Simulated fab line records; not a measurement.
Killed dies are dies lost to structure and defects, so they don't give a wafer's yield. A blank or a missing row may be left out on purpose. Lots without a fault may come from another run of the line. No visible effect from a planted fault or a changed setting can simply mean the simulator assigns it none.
fab line records	flow gf180mcu
record lots=5	wafers=15	lastDay=30
route steps=602 shown M4@463 V4@476
lots untouched by any fault: they come from a run of this same line in which no faults occurred
startH: the number of hours between the record's first day and the start of the first shown wafer of the lot	waitH: hours elapsed since this lot's preceding step	" repeats the value in the row above	L1.1+2: a single row standing in for several wafers	- no value, or no start was given	* or withheld: withheld	< > ~ a bound
route shown NAME@n: NAME is a module with steps in the file, n the number in the route of the first one	usual: the fault-free wafers' mean and standard deviation	same: alike in all rows	chamber/n: place in a boat	sites: the reading at each site	_std_site: the standard deviation of these	_edge_site: the outer-site mean with the inner-site mean subtracted	radiusMm: for every site, how far away it sits from the centre of the wafer	mask NAME#n: copy n	behind: the last tool/chamber to shape the wafer	hold: reason for holding the lot/hours on hold/outcome of the hold	device: the transistor (n, p or np) that didn't switch	end of line: the same wafers' tests at the end of the route	a step with no rows: only its recipe	killed: at the first sort, the dies lost to defects and structure; wafer yield is something else	map: a wafer's dies, marking killed ones x, the rest . and places with no die _
set.NAME: the setting the step ran with; set.NAME@STEP: the setting that earlier step ran with	model.NAME: the simulator's own value behind a step, which no gauge read
certain route steps with their lots: each step a table, each wafer a row
services: a tool's chamber out of use, with start hour (startH, from the record's first day; less than 0 if before it), hours out, and reason
## steps
# step GF_M4_DEHYDRATE_07
# recipe tempC=200	timeS=60
# same timeS=60
lot.wafer	tool	chamber	startH	waitH
L074.1+4+6	lithoTrack-02	0	522.73	10.7
L077.1+2+3	lithoTrack-01	0	552.24	10.6
L078.1+4+5	lithoTrack-03	0	560.84	10.7
L080.1+2+5	lithoTrack-03	0	574.39	10.3
L082.1+3+6	lithoTrack-02	0	586.63	10.0
# step GF_M4_HMDS_08
# recipe primeTimeS=60	primeTempC=120
lot.wafer	tool	chamber	startH	waitH
L074.1+4+6	lithoTrack-02	0	522.88	0.1
L077.1+2+3	lithoTrack-01	0	552.39	0.1
L078.1+4+5	lithoTrack-03	0	560.99	0.1
L080.1+2+5	lithoTrack-03	0	574.54	0.1
L082.1+3+6	lithoTrack-02	0	586.78	0.1
# step GF_M4_COAT_09
# recipe resist=KrF	spinRpm=withheld	resistThkNm=1000
lot.wafer	tool	chamber	startH	waitH
L074.1+4+6	lithoTrack-02	0	523.03	0.1
L077.1+2+3	lithoTrack-01	0	552.54	0.1
L078.1+4+5	lithoTrack-03	0	561.14	0.1
L080.1+2+5	lithoTrack-03	0	574.69	0.1
L082.1+3+6	lithoTrack-02	0	586.93	0.1
# step GF_M4_SOFTBAKE_10
# recipe tempC=130	timeS=60	resist=KrF
# same timeS=60
lot.wafer	tool	chamber	startH	waitH
L074.1+4+6	lithoTrack-02	0	523.18	0.1
L077.1+2+3	lithoTrack-01	0	552.69	0.1
L078.1+4+5	lithoTrack-03	0	561.29	0.1
L080.1+2+5	lithoTrack-03	0	574.84	0.1
L082.1+3+6	lithoTrack-02	0	587.08	0.1
# step GF_M4_EXPOSE_11
# recipe maskId=Metal4	targetCdNm=280	na=0.68	sourceShape=conventional	sigmaOuter=0.6	doseMj=28
# usual stageVelMmS=500.06/0.23
lot.wafer	tool	chamber	startH	waitH	mask	stageVelMmS
L074.1	krfScanner-02	0	-	-	Metal4#0	499.98
L074.4	"	0	"	"	Metal4#0	500.20
L074.6	"	0	"	"	Metal4#0	500.33
L077.1	krfScanner-01	0	-	-	Metal4#0	500.08
L077.2	"	0	"	"	Metal4#0	500.30
L077.3	"	0	"	"	Metal4#0	499.98
L078.1	krfScanner-02	0	-	-	Metal4#0	500.14
L078.4	"	0	"	"	Metal4#0	500.02
L078.5	"	0	"	"	Metal4#0	499.76
L080.1	krfScanner-01	0	-	-	Metal4#0	500.04
L080.2	"	0	"	"	Metal4#0	500.18
L080.5	"	0	"	"	Metal4#0	499.81
L082.1	krfScanner-01	0	-	-	Metal4#0	500.08
L082.3	"	0	"	"	Metal4#0	500.02
L082.6	"	0	"	"	Metal4#0	499.77
# step GF_M4_PEB_12
# recipe pebTempC=135	pebTimeS=90	resist=KrF
lot.wafer	tool	chamber	startH	waitH
L074.1+4+6	lithoTrack-03	0	-	-
L077.1+2+3	lithoTrack-02	0	-	-
L078.1+4+5	lithoTrack-03	0	-	-
L080.1+2+5	lithoTrack-03	0	-	-
L082.1+3+6	lithoTrack-02	0	-	-
# step GF_M4_DEVELOP_13
# recipe developTimeS=60	devTempC=21
lot.wafer	tool	chamber	startH	waitH
L074.1+4+6	lithoTrack-03	0	534.99	0.2
L077.1+2+3	lithoTrack-02	0	563.98	0.2
L078.1+4+5	lithoTrack-03	0	572.59	0.2
L080.1+2+5	lithoTrack-03	0	585.39	0.2
L082.1+3+6	lithoTrack-02	0	597.28	0.2
# step GF_M4_CD_MEAS_14
# recipe targetCdNm=280
# usual cdNm=280.0/1
lot.wafer	tool	chamber	startH	waitH	cdNm
L074.1	cdSem-02	-	535.14	0.1	280.6
L074.4	"	-	"	"	282.1
L074.6	"	-	"	"	281.5
L077.1	cdSem-02	-	564.13	0.1	282.0
L077.2	"	-	"	"	281.8
L077.3	"	-	"	"	281.3
L078.1	cdSem-02	-	572.74	0.1	278.6
L078.4	"	-	"	"	280.3
L078.5	"	-	"	"	279.4
L080.1	cdSem-02	-	585.54	0.1	279.7
L080.2	"	-	"	"	279.9
L080.5	"	-	"	"	280.3
L082.1	cdSem-01	-	597.43	0.1	280.4
L082.3	"	-	"	"	279.7
L082.6	"	-	"	"	279.6
# step GF_M4_OVL_MEAS_15
# usual M4_OVL=1/4.8
lot.wafer	tool	chamber	startH	waitH	M4_OVL[nm]
L074.1	overlay-02	-	535.26	0.1	5
L074.4	"	-	"	"	15
L074.6	"	-	"	"	3
L077.1	overlay-01	-	564.25	0.1	0
L077.2	"	-	"	"	7
L077.3	"	-	"	"	-3
L078.1	overlay-01	-	572.86	0.1	5
L078.4	"	-	"	"	3
L078.5	"	-	"	"	4
L080.1	overlay-01	-	585.66	0.1	5
L080.2	"	-	"	"	1
L080.5	"	-	"	"	3
L082.1	overlay-02	-	597.55	0.1	2
L082.3	"	-	"	"	1
L082.6	"	-	"	"	7
# step GF_M4_METAL_ETCH_16
# recipe chemistry=Cl2/BCl3	maskMaterial=KrF	targetDepthNm=627.5	stopOn=SiO2	pressureMtorr=8	icpW=800	biasW=140	Cl2_flow_sccm=80	bcl3FlowSccm=40	timeS=104.6
# usual drypumpMotorCurrentA=5.9/0.43	mfcCl2Sccm=79.97/0.23	oesProductAu=0.971/0.0066	throttleValvePct=28.251/0.0099
# same timeS=104.6
lot.wafer	tool	chamber	startH	waitH	drypumpMotorCurrentA	mfcCl2Sccm	oesProductAu	rfHoursCounterH	throttleValvePct
L074.1	rieMetal-01	0	535.29	0.0	5.5	79.85	0.969	11	28.242
L074.4	"	0	"	"	5.5	79.96	0.984	-	28.244
L074.6	"	0	"	"	5.5	80.06	0.975	-	28.248
L077.1	rieMetal-02	1	564.29	0.0	5.6	80.27	0.969	10	28.258
L077.2	"	0	"	"	5.4	80.30	0.973	3	28.257
L077.3	"	1	"	"	5.6	80.02	0.974	-	28.254
L078.1	rieMetal-01	1	572.89	0.0	5.9	80.28	0.967	2	28.256
L078.4	"	0	"	"	5.5	80.20	0.965	-	28.268
L078.5	"	1	"	"	5.9	79.66	0.970	-	28.256
L080.1	rieMetal-01	0	585.69	0.0	5.5	80.20	0.984	13	28.253
L080.2	"	1	"	"	5.9	80.10	0.966	2	28.265
L080.5	"	1	"	"	5.9	79.99	0.964	-	28.262
L082.1	rieMetal-03	0	597.59	0.0	6.5	80.31	0.973	10	28.249
L082.3	"	0	"	"	6.5	80.22	0.969	-	28.244
L082.6	"	0	"	"	6.5	80.35	0.971	-	28.254
# step GF_M4_STRIP_17
# recipe chemistry=O2/N2	powerW=1400	pressureMtorr=1500	platenTempC=250	o2FlowSccm=3000	n2FlowSccm=300	overashFraction=0.5
# usual drypumpMotorCurrentA=5.8/0.51	heaterPowerW=342/22	oesProductAu=0.559/0.0045	stripTimeToEndpointS=7.89/0.039
lot.wafer	tool	chamber	startH	waitH	drypumpMotorCurrentA	heaterPowerW	oesProductAu	rfHoursCounterH	stripTimeToEndpointS
L074.1	plasmaAsher-02	1	535.41	0.1	5.2	324	0.562	85	7.86
L074.4	"	1	"	"	5.2	331	0.561	-	7.82
L074.6	"	1	"	"	5.2	317	0.560	-	7.85
L077.1	plasmaAsher-01	1	564.40	0.1	6.6	377	0.564	15	7.89
L077.2	"	0	"	"	5.3	337	0.560	15	7.96
L077.3	"	0	"	"	5.3	326	0.556	-	7.91
L078.1	plasmaAsher-01	0	573.01	0.1	5.3	338	0.558	16	7.88
L078.4	"	1	"	"	6.6	385	0.557	-	7.90
L078.5	"	0	"	"	5.3	331	0.555	-	7.89
L080.1	plasmaAsher-02	1	585.80	0.1	5.2	327	0.555	88	7.86
L080.2	"	0	"	"	6.0	343	0.560	88	7.96
L080.5	"	0	"	"	5.9	332	0.553	-	7.90
L082.1	plasmaAsher-02	0	597.70	0.1	5.9	337	0.565	89	7.92
L082.3	"	1	"	"	5.2	321	0.559	-	7.92
L082.6	"	0	"	"	6.0	345	0.558	-	7.89
# step GF_M4_STRIP_18
# recipe chemistry=postEtchResidueRemover	timeS=1200	tempC=72.5
# usual tempC=72.51/0.13
# same timeS=1200
lot.wafer	tool	chamber	startH	waitH	tempC
L074.1	wetBench-02	2	535.51	0.1	72.55
L074.4	"	2	"	"	72.40
L074.6	"	2	"	"	72.54
L077.1	wetBench-01	3	564.50	0.1	72.60
L077.2	"	3	"	"	72.49
L077.3	"	3	"	"	72.53
L078.1	wetBench-02	0	573.11	0.1	72.64
L078.4	"	0	"	"	72.68
L078.5	"	0	"	"	72.63
L080.1	wetBench-01	3	585.90	0.1	72.62
L080.2	"	3	"	"	72.60
L080.5	"	3	"	"	72.46
L082.1	wetBench-04	0	597.80	0.1	72.37
L082.3	"	0	"	"	72.46
L082.6	"	0	"	"	72.37
# step GF_M4_CLEAN_19
# recipe chemistry=DIW	dry=n2Spin
lot.wafer	tool	chamber	startH	waitH
L074.1+4+6	wetBench-01	3	535.85	0.0
L077.1+2+3	wetBench-02	3	564.84	0.0
L078.1+4+5	wetBench-01	3	573.45	0.0
L080.1+2+5	wetBench-04	3	586.25	0.0
L082.1+3+6	wetBench-02	3	598.17	0.0
# step GF_V4_CVD_00
# recipe material=SiO2	targetThkNm=600	sigmaOpenFrac=0.3	tempC=400	timeS=100	sih4FlowSccm=60	pressureMtorr=6
# usual sih4FlowSccm=59.98/0.18
# same timeS=100
lot.wafer	tool	chamber	startH	waitH	sih4FlowSccm
L074.1	hdpcvd-01	1	535.94	0.0	60.21
L074.4	"	2	"	"	60.12
L074.6	"	1	"	"	60.17
L077.1	hdpcvd-01	0	565.02	0.0	60.14
L077.2	"	2	"	"	59.67
L077.3	"	1	"	"	60.10
L078.1	hdpcvd-01	1	573.54	0.0	60.29
L078.4	"	2	"	"	59.94
L078.5	"	1	"	"	60.52
L080.1	hdpcvd-02	0	586.34	0.0	59.79
L080.2	"	2	"	"	60.07
L080.5	"	0	"	"	59.80
L082.1	hdpcvd-01	2	598.26	0.0	59.67
L082.3	"	1	"	"	60.02
L082.6	"	1	"	"	59.84
# step GF_V4_THK_MEAS_01
# recipe reads=SiO2_of_V4_CVD_00
# usual V4_CVD_00_THK=602/6
lot.wafer	tool	chamber	startH	waitH	V4_CVD_00_THK[nm]
L074.1	filmMetro-04	-	536.01	0.0	596
L074.4	"	-	"	"	597
L074.6	"	-	"	"	594
L077.1	filmMetro-01	-	565.10	0.0	597
L077.2	"	-	"	"	599
L077.3	"	-	"	"	599
L078.1	filmMetro-04	-	573.61	0.0	614
L078.4	"	-	"	"	612
L078.5	"	-	"	"	613
L080.1	filmMetro-04	-	586.41	0.0	601
L080.2	"	-	"	"	601
L080.5	"	-	"	"	599
L082.1	filmMetro-04	-	598.34	0.0	607
L082.3	"	-	"	"	600
L082.6	"	-	"	"	603
# step GF_V4_CVD_02
# recipe material=SiO2	targetThkNm=850	precursor=TEOS	tempC=400	timeS=94.851	rfW=600
# usual heaterPowerW=724/130
# same timeS=94.851
lot.wafer	tool	chamber	startH	waitH	heaterPowerW
L074.1	pecvd-02	1	536.07	0.1	928
L074.4	"	1	"	"	957
L074.6	"	2	"	"	644
L077.1	pecvd-03	0	565.16	0.1	779
L077.2	"	1	"	"	776
L077.3	"	2	"	"	618
L078.1	pecvd-01	1	573.67	0.1	727
L078.4	"	0	"	"	535
L078.5	"	2	"	"	709
L080.1	pecvd-01	1	586.47	0.1	614
L080.2	"	2	"	"	670
L080.5	"	2	"	"	722
L082.1	pecvd-02	2	598.40	0.1	694
L082.3	"	2	"	"	718
L082.6	"	2	"	"	589
# step GF_V4_THK_MEAS_03
# recipe reads=SiO2_of_V4_CVD_02
# usual V4_CVD_02_THK=853/12
lot.wafer	tool	chamber	startH	waitH	V4_CVD_02_THK[nm]
L074.1	filmMetro-01	-	536.18	0.1	853
L074.4	"	-	"	"	862
L074.6	"	-	"	"	866
L077.1	filmMetro-01	-	565.23	0.0	843
L077.2	"	-	"	"	843
L077.3	"	-	"	"	844
L078.1	filmMetro-04	-	573.74	0.0	856
L078.4	"	-	"	"	884
L078.5	"	-	"	"	865
L080.1	filmMetro-01	-	586.54	0.0	853
L080.2	"	-	"	"	839
L080.5	"	-	"	"	868
L082.1	filmMetro-01	-	598.50	0.1	848
L082.3	"	-	"	"	866
L082.6	"	-	"	"	855
# step GF_V4_CMP_04
# recipe material=SiO2	downForcePsi=4	platenRpm=60	padVelocityMS=0.94248
# usual motorCurrentA=11.6/0.98	timeToEndpointS=83/5.4
lot.wafer	tool	chamber	startH	waitH	motorCurrentA	timeToEndpointS
L074.4	cmp-01	3	536.29	0.1	11.8	90
L074.1	"	0	"	"	12.9	80
L074.6	"	2	"	"	11.3	81
L077.1	cmp-02	1	565.29	0.1	11.4	73
L077.3	"	3	"	"	10.0	78
L077.2	"	0	"	"	13.7	80
L078.4	cmp-02	0	573.80	0.0	13.5	95
L078.1	"	2	"	"	11.8	86
L078.5	"	0	"	"	13.8	88
L080.2	cmp-02	2	586.66	0.1	11.1	82
L080.1	"	3	"	"	10.1	83
L080.5	"	2	"	"	11.5	91
L082.3	cmp-01	2	598.66	0.1	11.1	82
L082.1	"	3	"	"	12.0	82
L082.6	"	0	"	"	13.2	81
# step GF_V4_BOW_MEAS_05
# recipe mode=bow
# usual V4_BOW=138/9.2
lot.wafer	tool	chamber	startH	waitH	V4_BOW[um]
L074.1	filmMetro-04	-	536.54	0.1	136
L074.4	"	-	"	"	142
L074.6	"	-	"	"	146
L077.1	filmMetro-01	-	565.59	0.2	141
L077.2	"	-	"	"	131
L077.3	"	-	"	"	147
L078.1	filmMetro-01	-	574.10	0.1	146
L078.4	"	-	"	"	144
L078.5	"	-	"	"	131
L080.1	filmMetro-04	-	586.96	0.2	151
L080.2	"	-	"	"	158
L080.5	"	-	"	"	151
L082.1	filmMetro-04	-	598.86	0.1	125
L082.3	"	-	"	"	133
L082.6	"	-	"	"	133
# step GF_V4_DEHYDRATE_06
# recipe tempC=200	timeS=60
# same timeS=60
lot.wafer	tool	chamber	startH	waitH
L074.1+4+6	lithoTrack-04	0	547.22	10.7
L077.1+2+3	lithoTrack-03	0	575.59	10.0
L078.1+4+5	lithoTrack-01	0	583.99	9.9
L080.1+2+5	lithoTrack-01	0	596.84	9.9
L082.1+3+6	lithoTrack-04	0	608.87	10.0
# step GF_V4_HMDS_07
# recipe primeTimeS=60	primeTempC=120
lot.wafer	tool	chamber	startH	waitH
L074.1+4+6	lithoTrack-04	0	547.37	0.1
L077.1+2+3	lithoTrack-03	0	575.74	0.1
L078.1+4+5	lithoTrack-01	0	584.14	0.1
L080.1+2+5	lithoTrack-01	0	596.99	0.1
L082.1+3+6	lithoTrack-04	0	609.02	0.1
# step GF_V4_COAT_08
# recipe resist=BARC	tempC=withheld	timeS=withheld	spinRpm=withheld	resistThkNm=withheld
lot.wafer	tool	chamber	startH	waitH
L074.1+4+6	lithoTrack-04	0	547.52	0.1
L077.1+2+3	lithoTrack-03	0	575.89	0.1
L078.1+4+5	lithoTrack-01	0	584.29	0.1
L080.1+2+5	lithoTrack-01	0	597.14	0.1
L082.1+3+6	lithoTrack-04	0	609.17	0.1
# step GF_V4_COAT_09
# recipe resist=KrF	spinRpm=withheld	resistThkNm=1000
lot.wafer	tool	chamber	startH	waitH
L074.1+4+6	lithoTrack-04	0	-	-
L077.1+2+3	lithoTrack-03	0	-	-
L078.1+4+5	lithoTrack-01	0	-	-
L080.1+2+5	lithoTrack-01	0	-	-
L082.1+3+6	lithoTrack-04	0	-	-
# step GF_V4_SOFTBAKE_10
# recipe tempC=130	timeS=60	resist=KrF
# same timeS=60
lot.wafer	tool	chamber	startH	waitH
L074.1+4+6	lithoTrack-04	0	-	-
L077.1+2+3	lithoTrack-03	0	-	-
L078.1+4+5	lithoTrack-01	0	-	-
L080.1+2+5	lithoTrack-01	0	-	-
L082.1+3+6	lithoTrack-04	0	-	-
# step GF_V4_EXPOSE_11
# recipe maskId=Via4	targetCdNm=260	na=0.68	sourceShape=conventional	sigmaOuter=0.6	doseMj=38
# usual stageVelMmS=500.01/0.23
lot.wafer	tool	chamber	startH	waitH	mask	stageVelMmS
L074.1	krfScanner-01	0	-	-	Via4#0	500.26
L074.4	"	0	"	"	Via4#0	499.77
L074.6	"	0	"	"	Via4#0	499.85
L077.1	krfScanner-02	0	-	-	Via4#0	500.32
L077.2	"	0	"	"	Via4#0	499.98
L077.3	"	0	"	"	Via4#0	500.50
L078.1	krfScanner-01	0	-	-	Via4#0	500.26
L078.4	"	0	"	"	Via4#0	499.98
L078.5	"	0	"	"	Via4#0	499.90
L080.1	krfScanner-01	0	-	-	Via4#0	500.08
L080.2	"	0	"	"	Via4#0	499.99
L080.5	"	0	"	"	Via4#0	500.25
L082.1	krfScanner-02	0	-	-	Via4#0	499.98
L082.3	"	0	"	"	Via4#0	500.15
L082.6	"	0	"	"	Via4#0	500.11
# step GF_V4_PEB_12
# recipe pebTempC=135	pebTimeS=90	resist=KrF
lot.wafer	tool	chamber	startH	waitH
L074.1+4+6	lithoTrack-01	0	-	-
L077.1+2+3	lithoTrack-04	0	-	-
L078.1+4+5	lithoTrack-01	0	-	-
L080.1+2+5	lithoTrack-01	0	-	-
L082.1+3+6	lithoTrack-01	0	-	-
# step GF_V4_DEVELOP_13
# recipe developTimeS=60	resist=KrF	devTempC=21
lot.wafer	tool	chamber	startH	waitH
L074.1+4+6	lithoTrack-01	0	558.74	0.2
L077.1+2+3	lithoTrack-04	0	586.97	0.2
L078.1+4+5	lithoTrack-01	0	594.99	0.2
L080.1+2+5	lithoTrack-01	0	607.84	0.2
L082.1+3+6	lithoTrack-01	0	619.39	0.2
## services
tool	chamber	startH	hours	kind
cmp-02	-	499.08	1.5	repair
krfScanner-01	-	499.16	1.3	pm
cmp-01	-	502.89	1.2	repair
plasmaAsher-01	-	506.92	3.2	repair
hdpcvd-01	-	509.59	0.8	repair
cmp-01	-	529.40	1.8	repair
plasmaAsher-02	-	530.93	2.8	pm
plasmaAsher-02	-	538.89	14.6	pm
pecvd-02	2	540.08	2.6	repair
cmp-02	-	544.01	0.6	repair
krfScanner-01	-	544.66	0.6	repair
pecvd-02	-	548.99	1.6	repair
plasmaAsher-02	-	557.39	8.0	repair
wetBench-04	-	563.68	1.9	pm
wetBench-02	-	565.67	2.1	repair
pecvd-02	-	567.57	1.7	repair
cmp-02	-	577.39	2.5	repair
rieMetal-01	-	581.86	2.8	pm
krfScanner-02	-	584.96	0.4	repair
krfScanner-02	-	594.82	1.3	pm
rieMetal-01	-	604.67	2.0	repair
cmp-02	-	608.44	3.8	repair
krfScanner-01	-	608.79	6.1	repair
rieMetal-01	-	616.25	1.5	repair
## key
fault none
